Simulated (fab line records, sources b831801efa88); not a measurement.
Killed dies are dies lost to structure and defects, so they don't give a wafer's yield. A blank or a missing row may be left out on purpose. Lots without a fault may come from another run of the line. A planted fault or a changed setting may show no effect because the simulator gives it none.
Which tool did it? | flow sky130 | 11 lots, 33 wafers sampled, at 5 steps of a route of 708

WHAT THE GAUGES READ, wafer by wafer
SKY_VIA4_RS_MEAS_19: measures by four-point-probe.
lot  | measured     | on            | VIA4_W_RS (ohm/sq)
L342 | day 42 23:14 | film_metro-03 | 0.2208 0.2271 0.2225
L343 | day 44 12:16 | film_metro-01 | 0.2263 0.2287 0.2234
L347 | day 44 19:34 | film_metro-01 | 0.2239 0.2234 0.2246
L346 | day 44 22:11 | film_metro-01 | 0.2285 0.2251 0.2251
L348 | day 45 04:30 | film_metro-03 | 0.2228 0.2251 0.2274
L351 | day 45 08:38 | film_metro-01 | 0.2234 0.2246 0.2265
L352 | day 45 19:04 | film_metro-01 | 0.2271 0.2228 0.2246
L353 | day 45 20:19 | film_metro-01 | 0.2235 0.2237 0.2246
L354 | day 46 04:54 | film_metro-01 | 0.2287 0.2278 0.2241
L359 | day 47 13:31 | film_metro-01 | 0.2262 0.2217 0.2273
L362 | day 47 23:54 | film_metro-03 | 0.2289 0.2217 0.2220

SKY_PASSIVATION_THK_MEAS_03.
lot  | measured     | on            | PASSIVATION_CVD_02_THK (nm)
L342 | day 43 23:34 | film_metro-03 | 546 553 559
L343 | day 45 12:03 | film_metro-02 | 533 545 551
L347 | day 45 19:02 | film_metro-04 | 543 552 554
L346 | day 45 21:22 | film_metro-03 | 532 536 546
L348 | day 46 03:31 | film_metro-03 | 535 536 542
L351 | day 46 06:19 | film_metro-04 | 531 546 536
L352 | day 46 17:23 | film_metro-04 | 622 549 550 622 549 551
L353 | day 46 19:07 | film_metro-03 | 529 544 551
L354 | day 47 03:08 | film_metro-03 | 633 627 553 632 627 552
L359 | day 48 09:55 | film_metro-03 | 540 544 549
L362 | day 48 20:52 | film_metro-02 | 543 550 539

WHICH TOOL RAN EACH LOT (tool, then ch and the chambers of the sampled wafers, then the start)
lot  | SKY_VIA4_CMP_21               | SKY_METAL5_SPUTTER_03        | SKY_PASSIVATION_CVD_02
L342 | cmp-01 ch 1,2,3, day 42 23:28 | pvd_sputter-02, day 42 23:49 | pecvd-02 ch 1,2, day 43 23:21
L343 | cmp-01 ch 0,1,2, day 44 12:33 | pvd_sputter-02, day 44 12:51 | pecvd-04 ch 0,1,2, day 45 11:49
L347 | cmp-02 ch 0,1, day 44 20:04   | pvd_sputter-03, day 44 20:25 | pecvd-02 ch 0,2, day 45 18:49
L346 | cmp-02 ch 1,3, day 44 23:01   | pvd_sputter-03, day 44 23:25 | pecvd-04 ch 0,1,2, day 45 21:07
L348 | cmp-01 ch 2,3, day 45 04:38   | pvd_sputter-01, day 45 05:02 | pecvd-01 ch 0,1,2, day 46 03:16
L351 | cmp-01 ch 1,2, day 45 08:52   | pvd_sputter-01, day 45 09:13 | pecvd-01 ch 0,1,2, day 46 06:05
L352 | cmp-01 ch 0,1, day 45 19:15   | pvd_sputter-03, day 45 19:36 | pecvd-01 ch 0,1,2, day 46 17:08
L353 | cmp-01 ch 0,1,3, day 45 20:29 | pvd_sputter-02, day 45 20:53 | pecvd-04 ch 0,2, day 46 18:53
L354 | cmp-01 ch 0,2,3, day 46 05:23 | pvd_sputter-02, day 46 05:41 | pecvd-01 ch 0,2, day 47 02:55
L359 | cmp-02 ch 0,1,2, day 47 13:41 | pvd_sputter-02, day 47 14:05 | pecvd-04 ch 0,1, day 48 09:40
L362 | cmp-02 ch 0,1,2, day 48 00:05 | pvd_sputter-02, day 48 00:29 | pecvd-04 ch 0,2, day 48 20:32
- SKY_VIA4_CMP_21: polishes, stops on SiO2, t overpolish 25 s, target thk 0 nm.
- SKY_METAL5_SPUTTER_03: material Ti, target thk 5 nm, time 3.3 s.
- SKY_PASSIVATION_CVD_02: deposits Si3N4, target thk 540 nm.

WHAT THE TOOLS THEMSELVES READ (means of the sampled wafers that have a number; where no wafer has one, the mark that the record gives instead)
SKY_VIA4_CMP_21.
lot  | tool   | motor_current_A (A) | overpolish_run_s (s) | retaining_ring_pressure_frac | time_to_endpoint_s (s)
L342 | cmp-01 | 10.6                | 24.999               | 1.002                        | 128
L343 | cmp-01 | 10.5                | 24.997               | 1.002                        | 122
L347 | cmp-02 | 11.5                | 24.997               | 0.997                        | 129
L346 | cmp-02 | 10.2                | 25.002               | 1.000                        | 126
L348 | cmp-01 | 11.7                | 24.987               | 1.000                        | 125
L351 | cmp-01 | 12.0                | 24.998               | 0.995                        | 127
L352 | cmp-01 | 9.5                 | 24.999               | 1.000                        | 123
L353 | cmp-01 | 9.8                 | 24.999               | 0.997                        | 126
L354 | cmp-01 | 10.5                | 25.004               | 1.002                        | 133
L359 | cmp-02 | 11.5                | 24.999               | 1.006                        | 132
L362 | cmp-02 | 11.5                | 24.992               | 1.002                        | 131

SKY_METAL5_SPUTTER_03.
lot  | tool           | throttle_valve_pct (%)
L342 | pvd_sputter-02 | 29.7
L343 | pvd_sputter-02 | 28.3
L347 | pvd_sputter-03 | 30.6
L346 | pvd_sputter-03 | 30.1
L348 | pvd_sputter-01 | 30.4
L351 | pvd_sputter-01 | 30.4
L352 | pvd_sputter-03 | 29.8
L353 | pvd_sputter-02 | 28.4
L354 | pvd_sputter-02 | 30.7
L359 | pvd_sputter-02 | 28.7
L362 | pvd_sputter-02 | 28.8

SKY_PASSIVATION_CVD_02.
lot  | tool     | heater_power_w (W)
L342 | pecvd-02 | 777
L343 | pecvd-04 | 681
L347 | pecvd-02 | 726
L346 | pecvd-04 | 738
L348 | pecvd-01 | 748
L351 | pecvd-01 | 706
L352 | pecvd-01 | 767
L353 | pecvd-04 | 698
L354 | pecvd-01 | 764
L359 | pecvd-04 | 732
L362 | pecvd-04 | 707

THE ANSWER, worked out from the rows above alone
Rule: what is usual is taken from the lots themselves. Put in order of their means at a reading, lots are off if they are a third of the lots or fewer, leave a main group of 4 or more, and stand apart from it by a gap of 3 or more times the standard deviation of the main group's means; of several such gaps the widest counts. A main group whose means are all the same, to the digits that the tables above print for the reading, isn't used. A lot without any number at a reading at which 4 lots or more have one is off too. The other lots that the step has rows for count as sound. The gauges are gone through in route order, then the tools' own readings, and for those a lot's mean is taken as printed above. The first step at which some lot is off is used, and at that step the reading that is off furthest; a lot without a number counts as furthest.
Off: L352, L354, at SKY_PASSIVATION_THK_MEAS_03 (PASSIVATION_CVD_02_THK). The main group: mean 543 nm, standard deviation 5.
A tool fits if, at a process step before that reading, it ran every lot that is off, and no sound lot after the first of them. The gauges at SKY_PASSIVATION_THK_MEAS_03 are tried like those tools. One fits: pecvd-01 at SKY_PASSIVATION_CVD_02. Its last sound lot is L351 (day 46 06:05), its first lot that is off L352 (day 46 17:08): a fault that began between those two fits.

WHAT THE SIMULATOR HAD PUT IN
Process parameter drift: pecvd-01, from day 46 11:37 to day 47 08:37, at SKY_PASSIVATION_CVD_02. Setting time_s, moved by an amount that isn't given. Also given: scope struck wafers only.
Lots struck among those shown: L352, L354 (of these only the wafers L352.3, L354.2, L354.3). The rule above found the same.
